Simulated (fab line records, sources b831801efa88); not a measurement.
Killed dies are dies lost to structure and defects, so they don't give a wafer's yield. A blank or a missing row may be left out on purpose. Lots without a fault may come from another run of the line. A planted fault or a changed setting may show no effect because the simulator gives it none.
A struck lot beside a sound one | flow gf180mcu | 43 steps out of a route of 602
Sound: wafers L309.1, L309.2, L309.5. Struck: wafers L313.2, L313.5. (L313.6 of the same lot was not struck and is left out.) The cause comes at the end.
At each step with rows: each side's tool, then ch and its chambers, then its first start. Under that, the readings that differ: sound wafers | struck wafers | difference of the means | sigmas: that difference in standard deviations of wafers without a fault.
alike: readings whose means differ by less than 2 such deviations, and words and numbers that are the same on both sides. not compared: withheld readings, readings that some wafer has no value for, bounds like >300 that may hide the same value, and numbers for which the record gives no deviation and whose values overlap.
The two part at a step that has a row with sigmas, a row that says differs or no value, or rows on one side only. Numbers that don't overlap but have no deviation are shown without sigmas and don't part them. A reading that every wafer of one side lacks parts them only if that side has two wafers or more.

first, 2 steps without rows for these wafers: GF_NWELL_IMPLANT_08; GF_NWELL_IMPLANT_09.
GF_NWELL_STRIP_10: strips in O2/N2.
  sound on plasma_asher-02 ch 0,1, day 3 16:06; struck on plasma_asher-01 ch 1, day 4 10:53
  reading                     | sound       | struck  | difference | sigmas
  drypump_motor_current_A (A) | 6.3 6.7 6.8 | 5.6 5.6 | -1.0       | -2
  alike: heater_power_w, oes_product_au, strip_time_to_endpoint_s
  not compared: rf_hours_counter_h
GF_NWELL_TW_MEAS_11:
  sound on film_metro-04, day 3 16:12; struck on film_metro-02, day 4 10:59
  reading  | sound          | struck    | difference | sigmas
  NWELL_TW | 1607 1604 1602 | 1574 1585 | -25        | -3
then, 7 steps without rows for these wafers: GF_LVPWELL_DEHYDRATE_00 (time 60 s); GF_LVPWELL_HMDS_01 (prime time 60 s); GF_LVPWELL_COAT_02 (resist thk 3000 nm); GF_LVPWELL_SOFTBAKE_03; GF_LVPWELL_EXPOSE_04 (exposes mask LVPWELL, target cd 600 nm); GF_LVPWELL_PEB_05; GF_LVPWELL_DEVELOP_06 (develop time 60 s).
GF_LVPWELL_OVL_MEAS_07:
  sound on overlay-02, day 4 05:02; struck on overlay-02, day 4 23:51
  alike: LVPWELL_OVL
GF_LVPWELL_IMPLANT_08:
  sound on implanter-04 ch 0, day 4 05:05; struck on implanter-04 ch 0, day 4 23:54
  alike: dose_ions_cm2
then, 1 step without rows for these wafers: GF_LVPWELL_IMPLANT_09.
GF_LVPWELL_STRIP_10: strips in O2/N2.
  sound on plasma_asher-01 ch 0,1, day 4 05:23; struck on plasma_asher-04 ch 0,1, day 5 00:11
  alike: drypump_motor_current_A, heater_power_w, oes_product_au, strip_time_to_endpoint_s
  not compared: rf_hours_counter_h
GF_LVPWELL_TW_MEAS_11:
  sound on film_metro-02, day 4 05:29; struck on film_metro-01, day 5 00:17
  reading    | sound             | struck      | difference | sigmas
  LVPWELL_TW | 563.9 567.0 563.5 | 557.0 556.5 | -8.0       | -3
  not compared: hold
then, 6 steps without rows for these wafers: GF_MVSD_HMDS_01 (prime time 60 s); GF_MVSD_COAT_02 (resist thk 3000 nm); GF_MVSD_SOFTBAKE_03; GF_MVSD_EXPOSE_04 (exposes mask MVSD, target cd 1000 nm); GF_MVSD_PEB_05; GF_MVSD_DEVELOP_06 (develop time 60 s).
GF_MVSD_OVL_MEAS_07:
  sound on overlay-01, day 4 18:38; struck on overlay-01, day 5 14:45
  alike: MVSD_OVL
then, 2 steps without rows for these wafers: GF_MVSD_IMPLANT_08; GF_MVSD_IMPLANT_09.
GF_MVSD_STRIP_10: strips in O2/N2.
  sound on plasma_asher-02 ch 0,1, day 4 18:59; struck on plasma_asher-04 ch 0, day 5 15:05
  reading                     | sound       | struck  | difference | sigmas
  drypump_motor_current_A (A) | 6.7 6.3 6.7 | 5.5 5.5 | -1.1       | -2
  alike: heater_power_w, oes_product_au, strip_time_to_endpoint_s
  not compared: rf_hours_counter_h
GF_MVSD_TW_MEAS_11:
  sound on film_metro-04, day 4 19:05; struck on film_metro-02, day 5 15:11
  alike: MVSD_TW
then, 7 steps without rows for these wafers: GF_MVPSD_DEHYDRATE_00 (time 60 s); GF_MVPSD_HMDS_01 (prime time 60 s); GF_MVPSD_COAT_02 (resist thk 3000 nm); GF_MVPSD_SOFTBAKE_03; GF_MVPSD_EXPOSE_04 (exposes mask MVPSD, target cd 1000 nm); GF_MVPSD_PEB_05; GF_MVPSD_DEVELOP_06 (develop time 60 s).
GF_MVPSD_OVL_MEAS_07:
  sound on overlay-01, day 5 09:21; struck on overlay-01, day 6 06:00
  alike: MVPSD_OVL
then, 2 steps without rows for these wafers: GF_MVPSD_IMPLANT_08; GF_MVPSD_IMPLANT_09.
GF_MVPSD_STRIP_10: strips in O2/N2.
  sound on plasma_asher-03 ch 0,1, day 5 09:41; struck on plasma_asher-03 ch 0, day 6 06:20
  alike: drypump_motor_current_A, heater_power_w, oes_product_au, strip_time_to_endpoint_s
  not compared: rf_hours_counter_h
GF_MVPSD_TW_MEAS_11:
  sound on film_metro-04, day 5 09:47; struck on film_metro-04, day 6 06:26
  alike: MVPSD_TW
then, 2 steps without rows for these wafers: GF_VT_IMPLANT_DEHYDRATE_00 (time 60 s); GF_VT_IMPLANT_HMDS_01 (prime time 60 s).
-- the record jumps here: 3 days lie between the struck wafers' starts before and after --
GF_VT_IMPLANT_RS_MEAS_48: measures by four-point-probe.
  sound on film_metro-04, day 7 23:32; struck on film_metro-01, day 8 22:14
  reading             | sound          | struck    | difference | sigmas
  LVPWELL_RS (ohm/sq) | 1191 1194 1196 | 1233 1235 | +40        | +13
  not compared: hold
-- the record jumps here: 22 days lie between the struck wafers' starts before and after (it left off in module VT_IMPLANT and takes up again in module PASSIVATION, whose first step shown is number 602 of the route) --
GF_PASSIVATION_PROBE_99:
  the record has rows for the struck wafers here (prober-01, day 30 15:27) and none for the sound ones

WHERE THEY PART
First at GF_NWELL_STRIP_10; last, within this record, at GF_PASSIVATION_PROBE_99.

WHY: what the simulator had put in
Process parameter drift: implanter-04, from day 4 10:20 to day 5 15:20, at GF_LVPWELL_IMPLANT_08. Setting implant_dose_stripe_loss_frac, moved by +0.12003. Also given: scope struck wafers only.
